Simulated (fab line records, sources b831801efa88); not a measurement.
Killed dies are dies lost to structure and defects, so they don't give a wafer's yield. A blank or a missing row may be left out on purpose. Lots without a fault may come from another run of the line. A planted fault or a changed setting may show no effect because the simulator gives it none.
fab line records | flow sfq_line
record lots=5 wafers=15 last_day=97
route steps=325 shown I7@297
lots that met no fault: from a run of the same line without faults
start_h: hours from the record's first day to the start of the lot's first wafer shown | wait_h: hours since the lot's step before | " the same as in the row above | L1.1+2: a row that stands for several wafers | - no value, or no start given | * or withheld: withheld | < > ~ a bound
route shown NAME@n: a module of which the file shows steps, and the number in the route of the first | usual: mean/standard deviation of fault-free wafers | same: alike in all rows | chamber/n: place in a boat | sites: the reading at each site | _std_site: their standard deviation | _edge_site: outer sites' mean less inner sites' | radius_mm: how far each site lies from the wafer's centre | mask NAME#n: copy n | behind: the tool/chamber that last shaped the wafer | hold: why the lot was held/for how many hours/how that ended | device: the transistor (n, p or np) that didn't switch | end of line: the same wafers' tests at the end of the route | a step without rows: its recipe alone | killed: dies lost to structure and defects at the first sort, not the wafer's yield | map: a wafer's dies, x killed, . not, _ none there
set.NAME: the setting as run; set.NAME@STEP: as run at that earlier step | model.NAME: the simulator's own value behind a step, which no gauge read
lots at some steps of the route; a table a step, a row a wafer
services: from which hour (start_h, from the record's first day; less than 0 if before it) a tool's chamber was out of use, for how many hours, and why
## steps
# step SFQ_TRILAYER_I7_CMP_CMP_184
# recipe material=SiO2 down_force_psi=3.129 platen_rpm=60 pad_velocity_m_s=0.94248
# usual motor_current_A=10.6/1.1 slurry_filter_dp_kPa=13.51/0.14 time_to_endpoint_s=207/6.9
# columns lot.wafer tool chamber start_h wait_h motor_current_A slurry_filter_dp_kPa time_to_endpoint_s
L996.4 cmp-02 1 1955.99 1.0 11.3 13.39 208
L996.3 " 2 " " 10.3 13.57 201
L996.6 " 3 " " 12.8 13.44 201
L100.1 cmp-01 0 1972.02 1.1 10.1 13.46 205
L100.2 " 2 1973.02 2.1 12.2 13.50 207
L100.5 " 0 1974.02 3.1 10.6 13.73 206
L111.1 cmp-02 1 2063.66 1.0 10.8 13.64 191
L111.5 " 3 2064.66 2.0 12.7 13.53 200
L111.6 " 0 " " 9.0 13.51 204
L117.1 cmp-02 3 2148.19 0.5 12.6 13.54 208
L117.6 " 2 2149.69 2.0 10.0 13.41 215
L117.5 " 3 " " 12.2 13.32 209
L118.2 cmp-01 2 2149.71 0.9 12.1 13.56 202
L118.3 " 3 " " 10.5 13.65 203
L118.4 " 1 2151.21 2.3 10.8 13.59 213
# step SFQ_I7_BOW_MEAS_946
# recipe mode=bow
# usual I7_BOW=9/12
# columns lot.wafer tool chamber start_h wait_h I7_BOW[um]
L996.3 film_metro-02 - 1958.03 1.0 20
L996.4 " - " " 10
L996.6 " - " " 7
L100.1 film_metro-04 - 1974.52 2.0 4
L100.2 " - " " 4
L100.5 " - " " -1
L111.1 film_metro-02 - 2065.66 1.5 28
L111.5 " - " " 14
L111.6 " - " " 10
L117.1 film_metro-02 - 2150.69 2.0 -10
L117.5 " - " " -15
L117.6 " - " " -11
L118.2 film_metro-04 - 2152.73 2.5 23
L118.3 " - " " 28
L118.4 " - " " 26
# step SFQ_TRILAYER_I7_METRO_MEASURE_185
# usual thk_nm=199.8/0.89
# columns lot.wafer tool chamber start_h wait_h thk_nm
L996.3 film_metro-02 - 1958.51 0.5 200.2
L996.4 " - " " 199.6
L996.6 " - " " 199.4
L100.1 film_metro-04 - 1974.64 0.1 199.7
L100.2 " - " " 198.2
L100.5 " - " " 200.5
L111.1 film_metro-02 - 2065.78 0.1 201.0
L111.5 " - " " 199.7
L111.6 " - " " 200.9
L117.1 film_metro-02 - 2150.81 0.1 201.9
L117.5 " - " " 200.7
L117.6 " - " " 201.6
L118.2 film_metro-04 - 2153.03 0.3 199.7
L118.3 " - " " 199.1
L118.4 " - " " 200.3
# step SFQ_TRILAYER_I7_VIA_LITHO_COAT_192
# recipe resist=BARC spin_rpm=3000 resist_thk_nm=62
# step SFQ_TRILAYER_I7_VIA_LITHO_COAT_187
# recipe resist=KrF spin_rpm=3000 resist_thk_nm=650
# step SFQ_TRILAYER_I7_VIA_LITHO_SOFTBAKE_191
# recipe temp_c=withheld time_s=withheld resist=KrF
# step SFQ_TRILAYER_I7_VIA_LITHO_EXPOSE_188
# recipe mask_id=I7 na=0.6 source_shape=conventional sigma_outer=0.65 target_cd_nm=1000 dose_mj=21.3
# step SFQ_TRILAYER_I7_VIA_LITHO_PEB_190
# recipe peb_temp_c=115 peb_time_s=60 resist=KrF
# step SFQ_TRILAYER_I7_VIA_LITHO_DEVELOP_189
# recipe time_s=60 resist=KrF
# step SFQ_I7_OVL_MEAS_947
# usual I7_OVL=1/5.4
# columns lot.wafer tool chamber start_h wait_h I7_OVL[nm]
L996.3 overlay-01 - 2054.40 0.1 4
L996.4 " - " " -5
L996.6 " - " " -5
L100.1 overlay-01 - 2076.24 0.1 -3
L100.2 " - " " -13
L100.5 " - " " 2
L111.1 overlay-01 - 2157.42 0.1 3
L111.5 " - " " 2
L111.6 " - " " 1
L117.1 overlay-01 - 2245.56 0.1 5
L117.5 " - " " 7
L117.6 " - " " -4
L118.2 overlay-01 - 2247.06 0.1 -3
L118.3 " - " " -8
L118.4 " - " " -2
# step SFQ_TRILAYER_I7_VIA_BARC_OPEN_VIA_ETCH_260
# recipe mask_material=PR chemistry=O2 target_depth_nm=125 target=BARC source_w=500 bias_w=80 pressure_mtorr=30 time_s=41.7
# usual drypump_motor_current_A=5.8/0.58 oes_product_au=0.685/0.0045
# columns lot.wafer tool chamber start_h wait_h drypump_motor_current_A oes_product_au rf_hours_counter_h
L996.3 rie_diel-03 0 2054.42 0.0 5.6 0.683 16
L996.4 " 1 " " 6.3 0.685 -
L996.6 " 0 " " 5.6 0.686 -
L100.1 rie_diel-04 0 2076.27 0.0 5.7 0.681 4
L100.2 " 3 " " 4.7 0.686 16
L100.5 " 1 " " 5.4 0.684 -
L111.1 rie_diel-03 2 2157.46 0.0 6.4 0.681 10
L111.5 " 2 " " 6.4 0.684 -
L111.6 " 3 " " 4.8 0.686 -
L117.1 rie_diel-03 1 2245.59 0.0 6.4 0.696 19
L117.5 " 2 " " 6.4 0.683 -
L117.6 " 1 " " 6.3 0.683 -
L118.2 rie_diel-04 1 2247.09 0.0 5.4 0.684 15
L118.3 " 2 " " 6.4 0.679 2
L118.4 " 3 " " 4.7 0.687 0
# step SFQ_TRILAYER_I7_VIA_ETCH_VIA_ETCH_190
# recipe target=SiO2 stop_on=Nb mask_material=PR taper_deg=20 chemistry=CHF3 target_depth_nm=260 source_w=500 bias_w=80 pressure_mtorr=30 time_s=withheld
# usual drypump_motor_current_A=5.8/0.58 oes_product_au=0.853/0.0049
# columns lot.wafer tool chamber start_h wait_h drypump_motor_current_A oes_product_au
L996.3 rie_diel-03 0 2054.46 0.0 5.6 0.848
L996.4 " 1 " " 6.4 0.854
L996.6 " 0 " " 5.6 0.849
L100.1 rie_diel-04 0 2076.31 0.0 5.7 0.852
L100.2 " 3 " " 4.7 0.847
L100.5 " 1 " " 5.4 0.854
L111.1 rie_diel-03 2 2157.50 0.0 6.4 0.857
L111.5 " 2 " " 6.4 0.850
L111.6 " 3 " " 4.8 0.861
L117.1 rie_diel-03 1 2245.63 0.0 6.3 0.855
L117.5 " 2 " " 6.4 0.849
L117.6 " 1 " " 6.3 0.859
L118.2 rie_diel-04 1 2247.13 0.0 5.4 0.851
L118.3 " 2 " " 6.4 0.848
L118.4 " 3 " " 4.7 0.854
# step SFQ_TRILAYER_I7_VIA_STRIP_STRIP_191
# recipe gas=O2 power_w=200 platen_temp_c=40 overash_fraction=0.65 chemistry=O2 pressure_mtorr=50
# usual chamber_pressure_mTorr=50.00/0.045 drypump_motor_current_A=5.6/0.39 oes_product_au=0.999/0.0068
# columns lot.wafer tool chamber start_h wait_h chamber_pressure_mTorr drypump_motor_current_A oes_product_au rf_hours_counter_h
L996.3 rie_metal-04 1 2054.78 - 50.03 6.2 0.990 -
L996.4 " 0 " " 49.97 5.6 1.002 -
L996.6 " 1 " " 50.04 6.2 0.997 -
L100.1 rie_metal-03 0 2076.43 - 50.01 5.5 1.003 70
L100.2 " 1 " " 50.08 4.8 0.996 131
L100.5 " 1 " " 49.92 4.9 0.988 -
L111.1 rie_metal-04 1 2157.61 - 50.05 6.2 0.998 108
L111.5 " 1 " " 49.94 6.2 1.003 -
L111.6 " 0 " " 59.95 5.6 1.014 -
L117.1 rie_metal-01 1 2245.74 - 49.99 5.4 1.003 6
L117.5 " 0 " " 49.92 5.9 1.013 -
L117.6 " 1 " " 50.06 5.4 1.006 -
L118.2 rie_metal-03 1 2247.24 - 50.00 4.8 1.000 15
L118.3 " 0 " " 49.97 5.6 1.000 -
L118.4 " 1 " " 49.96 4.9 0.988 -
# step SFQ_TRILAYER_I7_VIA_STRIP_SOLV_CLEAN_192
# recipe chemistry=NMP temp_c=70 time_s=600
## services
# columns tool chamber start_h hours kind
rie_metal-03 - 1934.81 0.6 repair
cmp-01 - 1938.88 4.0 pm
cmp-01 - 1945.30 1.0 repair
film_metro-02 - 1965.32 0.5 pm
cmp-02 - 1970.58 1.1 repair
rie_diel-04 0 2002.75 2.1 repair
rie_diel-03 3 2022.47 2.0 repair
film_metro-02 - 2026.78 1.5 pm
rie_diel-03 3 2035.00 7.6 repair
rie_diel-04 2 2044.14 3.6 repair
rie_diel-03 3 2052.41 22.2 repair
rie_diel-03 2 2056.15 9.5 repair
rie_diel-04 - 2060.26 14.6 pm
rie_diel-03 - 2060.56 0.5 repair
rie_diel-04 1 2084.84 8.1 repair
rie_diel-03 3 2102.62 8.0 repair
cmp-02 - 2114.65 4.0 pm
film_metro-02 - 2153.27 1.1 pm
rie_diel-03 - 2173.13 0.2 repair
cmp-02 - 2181.93 8.3 pm
rie_diel-04 2 2205.68 3.9 repair
film_metro-02 - 2210.32 0.3 pm
rie_diel-04 0 2227.27 3.7 repair
rie_diel-03 1 2227.67 5.6 repair
## key
first_sign step=SFQ_TRILAYER_I7_VIA_STRIP_STRIP_191 reading=chamber_pressure_mTorr direction=up sigmas=99+ usual=50.00 struck=59.95
effect none on later readings
met_at SFQ_TRILAYER_I7_VIA_STRIP_STRIP_191
struck_wafers L111.6
onset_between 2054.78 2157.61
fault kind=process_parameter_drift tool=rie_metal-04 chamber=0 onset_h=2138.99 steps=SFQ_TRILAYER_I7_VIA_STRIP_STRIP_191 channel=pressure_mtorr offset=10 shape=step end_h=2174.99 acts_in=these_recipes_only stated=50
